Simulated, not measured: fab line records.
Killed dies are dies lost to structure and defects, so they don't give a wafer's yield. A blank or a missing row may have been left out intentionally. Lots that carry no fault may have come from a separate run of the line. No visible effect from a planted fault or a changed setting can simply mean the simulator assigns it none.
Code-filled problem report in 8D (eight disciplines) form + flow gf180mcu + the parts of the form that need people (team, actions taken, sign-off) are left out

1. WHAT IS WRONG
V2_W_RS at GF_V2_RS_MEAS_24 reads a mean of 0.2383 ohm/sq on 3 wafers of 2 lots; wafers without a fault read 0.3279 ohm/sq with a standard deviation of 0.003. That puts it -30 standard deviations away from the usual mean.
The step: measures by four-point-probe.
Seen first at day 23 10:19 on filmMetro-01, wafer L763.2. At this step, 30 wafers from 10 lots have a number in the record. Rule for "out", or "out of limits": more than 4 standard deviations from the usual mean. The rest of the wafers with a number are treated as sound.

2. WHAT IT IS; WHAT IT IS NOT
| question                    | is                         | is not                                                                                 |
|-----------------------------|----------------------------|----------------------------------------------------------------------------------------|
| which readings at this step | V2_W_RS                    | -                                                                                      |
| which lots                  | L763, L764                 | L755, L756, L758, L761, L762, L772, L777, L778                                         |
| which wafers of those lots  | L763.2, L763.6, L764.4     | L763.1, L764.3, L764.5                                                                 |
| read on which gauges        | filmMetro-01, filmMetro-04 | filmMetro-03                                                                           |
| when                        | from day 23 10:19          | up to then (16 sound wafers); but 11 sound wafers of L764, L772, L777, L778 came after |

3. SUSPECTS, AND WHAT RULES EACH OUT
Counting: any tool at a process step up to the reading remains a suspect provided it ran every lot that is out. Sound lots after the first of them don't rule it out here, since some wafers of a struck lot are sound.
- the gauge at GF_V2_RS_MEAS_24 is ruled out. The wafers that are out were read on 2 gauges (filmMetro-01, filmMetro-04).
- cvdW-01 at GF_V2_CVD_23 (deposits W, target thk 350 nm, time 104.94 s): kept. It ran every lot that is out, first L763 (day 23 10:11); its last sound lot up to then is L762 (day 23 00:38). On those wafers its own readings are out: susceptorTempC.
- At GF_V2_CVD_23 on cvdW-01, chamber 1 took the sound wafers of the same lots and chamber 0 took the wafers that are out.
Left after counting: cvdW-01 at GF_V2_CVD_23.

4. THE CAUSE (what the simulator had put in)
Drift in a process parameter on cvdW-01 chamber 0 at GF_V2_CVD_23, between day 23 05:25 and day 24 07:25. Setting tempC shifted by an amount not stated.
Counting left only this tool.

5. SEQUENCE OF EFFECTS, ordered by route
One row per reading whose mean, taken over the struck wafers that have a number, lies over 3 standard deviations from the usual. Readings are gone through only where the record gives a usual standard deviation; hours: the median, over the lots, of the time from a lot's start at the first step in this table giving one to that lot's start at this step; sigmas: the change measured in usual standard deviations.
| hours | step              | reading         | usual         | on struck wafers | change  | sigmas |
|-------|-------------------|-----------------|---------------|------------------|---------|--------|
| 0     | GF_V2_CVD_23      | susceptorTempC  | 400.06 C      | 417.97           | +17.91  | +72    |
| 0     | GF_V2_RS_MEAS_24  | V2_W_RS         | 0.3279 ohm/sq | 0.2383           | -0.0896 | -30    |
| 0     | GF_V2_THK_MEAS_25 | V2_W_THK        | 354 nm        | 491              | +137    | +33    |
| 0     | GF_V2_CMP_26      | timeToEndpointS | 83.6 s        | 111.0            | +27.4   | +9.4   |
The process steps in it:
- GF_V2_CVD_23: deposits W, target thk 350 nm, time 104.94 s.
- GF_V2_CMP_26: polishes, stops on SiO2, t overpolish 15 s, target thk 0 nm.
Later steps that measure or inspect, where all struck wafers having a row at the step show a number for every such reading and not one has moved that far: GF_V3_CD_MEAS_14.

6. WHAT WOULD HAVE CAUGHT IT SOONER
In this record the first reading out of limits at a measuring or inspecting step was taken at day 23 10:19, 5 hours after the fault began at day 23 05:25.
At GF_V2_CVD_23, the tool's own readings (susceptorTempC) were out on each struck wafer the step has a row for, so an alarm limit on them would have fired on the first such wafer.
L764, from the lots that are out (2), started GF_V2_CVD_23 on cvdW-01 later than day 23 10:19. Holding the tool at that time would have saved it.
